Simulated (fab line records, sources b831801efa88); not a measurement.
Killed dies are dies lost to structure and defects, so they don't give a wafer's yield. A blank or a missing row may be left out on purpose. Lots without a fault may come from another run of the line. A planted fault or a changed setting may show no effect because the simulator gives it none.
Problem report in the 8D (eight disciplines) form, filled by code | flow sfq_line | the parts of the form that need people (team, actions taken, sign-off) are left out

1. THE PROBLEM
heater_power_total_W at SFQ_TRILAYER_I3_VIA_LITHO_PEB_088 reads a mean of 80.88 W on 3 wafers of 2 lots; wafers without a fault read 79.15 W with a standard deviation of 0.065. That is +27 standard deviations from the usual mean.
The step: peb time 60 s.
First seen on wafer L473.1, day 56 15:19, on litho_track-03. The record holds 42 wafers of 14 lots with a number at this step. Rule for "out", or "out of limits": more than 4 standard deviations from the usual mean. The other wafers with a number count as sound.

2. WHAT IT IS AND WHAT IT IS NOT
question                    | is                     | is not
which readings at this step | heater_power_total_W   | -
which lots                  | L473, L474             | L459, L460, L462, L463, L464, L465, L471, L472, L477, L478, L479, L481
which wafers of those lots  | L473.1, L474.1, L474.6 | L473.3, L473.5, L474.5
read on which tools         | litho_track-03         | litho_track-01, litho_track-04
when                        | from day 56 15:19      | up to then (26 sound wafers); but 13 sound wafers of L474, L477, L478, L479, L481 came after

3. SUSPECTS, AND WHAT RULES EACH OUT
Counting: a tool at a process step up to the reading stays a suspect if it ran every lot that is out. Sound lots after the first of them don't rule it out here, since some wafers of a struck lot are sound.
- litho_track-03 at SFQ_TRILAYER_I3_VIA_LITHO_PEB_088 (peb time 60 s): kept. It ran every lot that is out, first L473 (day 56 15:19); its last sound lot up to then is L472 (day 56 05:49). Its own readings are out on those wafers: heater_power_total_W.
Left after counting: litho_track-03 at SFQ_TRILAYER_I3_VIA_LITHO_PEB_088.

4. THE CAUSE (what the simulator had put in)
Process parameter drift: litho_track-03, from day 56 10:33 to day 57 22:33, at SFQ_TRILAYER_I3_VIA_LITHO_PEB_088. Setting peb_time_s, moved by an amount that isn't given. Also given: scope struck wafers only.
Counting left only this tool.

5. THE CHAIN OF EFFECTS, in route order
Each row: a reading whose mean over the struck wafers that have a number lies more than 3 standard deviations from the usual. Only readings for which the record gives a usual standard deviation are gone through. hours: the time from each lot's start at the first step in this table that gives one to its start at this step, as a median over the lots. sigmas: the change in usual standard deviations.
hours | step                              | reading              | usual   | on struck wafers | change | sigmas
0     | SFQ_TRILAYER_I3_VIA_LITHO_PEB_088 | heater_power_total_W | 79.15 W | 80.88            | +1.73  | +27
The process steps in it:
- SFQ_TRILAYER_I3_VIA_LITHO_PEB_088: peb time 60 s.

6. WHAT WOULD HAVE CAUGHT IT SOONER
In this record the first reading out of limits was taken at day 56 15:19, 5 hours after the fault began at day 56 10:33.
